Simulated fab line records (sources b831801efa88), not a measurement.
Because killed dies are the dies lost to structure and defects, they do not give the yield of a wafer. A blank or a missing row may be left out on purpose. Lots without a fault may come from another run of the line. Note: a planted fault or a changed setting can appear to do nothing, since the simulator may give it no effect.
Struck lot and sound lot, side by side | flow gf180mcu | 34 steps out of a route of 602
Sound: wafers L220.1, L220.2, L220.4. Wafers L232.1, L232.4, L232.6 were the ones struck. Last of all comes the cause.
Per side, at each step with rows, come the tool, then ch with its chambers, and then its first start. Under that, the readings that differ: sound wafers | struck wafers | difference of the means | sigmas: that difference in standard deviations of wafers without a fault.
alike: a reading whose means differ by less than 2 such deviations, as well as words and numbers matching on both sides. not compared: withheld readings; readings where some wafer has no value; bounds like >300 that might hide an equal value; numbers whose values overlap and for which the record gives no deviation.
Wherever a step has rows on one side only, a row that says differs or no value, or a row with sigmas, the two part there. Numbers that don't overlap but have no deviation are shown without sigmas and don't part them. A reading that every wafer of one side lacks parts them only if that side has two wafers or more.

first, 1 step without rows for these wafers: GF_HV_LDD_IMPLANT_21.
GF_HV_LDD_STRIP_22: strips in O2/N2.
  sound on plasma asher-02 ch 0,1, day 11 10:47; struck on plasma asher-04 ch 0,1, day 15 12:14
  alike: drypump motor current A, heater power w, oes product au, strip time to endpoint s
  not compared: rf hours counter h
GF_HV_LDD_TW_MEAS_23:
  sound: film metro-03 at day 11 10:53; struck: film metro-01 at day 15 12:20
  alike: HV_LDD_2_TW
then, 7 steps without rows for these wafers: GF_HV_LDD_DEHYDRATE_24 (time 60 s); GF_HV_LDD_HMDS_25 (prime time 60 s); GF_HV_LDD_COAT_26 (resist thk 1000 nm); GF_HV_LDD_SOFTBAKE_27 (time 60 s); GF_HV_LDD_EXPOSE_28 (exposes mask Nplus HV AREA, target cd 400 nm); GF_HV_LDD_PEB_29; GF_HV_LDD_DEVELOP_30 (develop time 60 s).
GF_HV_LDD_CD_MEAS_31: target cd 400 nm.
  sound: cd sem-02 at day 12 05:44; struck: cd sem-01 at day 16 09:56
  alike: cd nm
GF_HV_LDD_OVL_MEAS_32:
  sound: overlay-01 at day 12 05:52; struck: overlay-01 at day 16 10:05
  alike: HV_LDD_02_OVL
GF_HV_LDD_IMPLANT_33:
  sound on implanter-02 ch 0, day 12 05:53; struck on implanter-01, day 16 10:07
  no value came back on the struck wafers for beam energy keV, beam on s (s); on the sound wafers beam energy keV reads 59.982 60.013 60.000
then, 3 steps without rows for these wafers: GF_HV_LDD_IMPLANT_34; GF_HV_LDD_IMPLANT_35; GF_HV_LDD_IMPLANT_36.
GF_HV_LDD_STRIP_37: strips in O2/N2.
  sound on plasma asher-04 ch 0,1, day 12 06:29; struck on plasma asher-02 ch 0,1, day 16 10:43
  alike: drypump motor current A, heater power w, oes product au, strip time to endpoint s
  not compared: rf hours counter h
GF_HV_LDD_TW_MEAS_38:
  sound: film metro-02 at day 12 06:35; struck: film metro-01 at day 16 10:49
  reading     | sound          | struck         | difference | sigmas
  HV_LDD_3_TW | 1437 1430 1438 | 1326 1324 1320 | -112       | -6
then, 7 steps without rows for these wafers: GF_HV_LDD_DEHYDRATE_39 (time 60 s); GF_HV_LDD_HMDS_40 (prime time 60 s); GF_HV_LDD_COAT_41 (resist thk 1000 nm); GF_HV_LDD_SOFTBAKE_42 (time 60 s); GF_HV_LDD_EXPOSE_43 (exposes mask Pplus HV AREA, target cd 400 nm); GF_HV_LDD_PEB_44; GF_HV_LDD_DEVELOP_45 (develop time 60 s).
GF_HV_LDD_CD_MEAS_46: target cd 400 nm.
  sound: cd sem-02 at day 13 01:29; struck: cd sem-01 at day 17 09:31
  alike: cd nm
GF_HV_LDD_OVL_MEAS_47:
  sound: overlay-02 at day 13 01:37; struck: overlay-01 at day 17 09:40
  reading            | sound       | struck         | difference | sigmas
  HV_LDD_03_OVL (nm) | 2.7 2.4 3.0 | -1.9 -0.3 -2.3 | -4.2       | -3
then, 1 step without rows for these wafers: GF_HV_LDD_IMPLANT_48.
GF_HV_LDD_STRIP_49: strips in O2/N2.
  sound on plasma asher-04 ch 0,1, day 13 01:47; struck on plasma asher-04 ch 0,1, day 17 09:52
  alike: drypump motor current A, heater power w, oes product au, strip time to endpoint s
  not compared: rf hours counter h
GF_HV_LDD_TW_MEAS_50:
  sound: film metro-01 at day 13 01:53; struck: film metro-02 at day 17 09:58
  alike: HV_LDD_4_TW
then, 1 step without rows for these wafers: GF_HV_LDD_CLEAN_51 (cleans in SC1/SC2, time 150 s).
GF_HV_LDD_RTA_52: time 10 s.
  sound on rtp anneal-02 ch 0, day 13 02:00; struck on rtp anneal-01 ch 0, day 17 10:04
  reading            | sound    | struck   | difference | sigmas
  lamp power pct (%) | 38 38 38 | 30 30 30 | -8         | -2
  alike: chamber o2 ppm, wafer_temp_C_max
GF_HV_LDD_RS_MEAS_53: measurement is done with a four-point probe.
  sound: film metro-02 at day 13 02:04; struck: film metro-02 at day 17 10:08
  reading            | sound             | struck            | difference | sigmas
  HV_LDD_RS (ohm/sq) | 417.2 417.6 418.1 | 440.6 438.7 440.5 | +22.3      | +25
then, 1 step without rows for these wafers: GF_HV_LDD_CVD_54 (deposits SiO2 from TEOS, target thk 10 nm, time 75 s).

## WHERE THEY PART
Earliest at GF_HV_LDD_IMPLANT_33; latest, in this record, at GF_HV_LDD_RS_MEAS_53.

WHY: what the simulator had put in
At GF_HV_LDD_IMPLANT_33, the step was skipped entirely on implanter-01 from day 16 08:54 on. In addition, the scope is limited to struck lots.
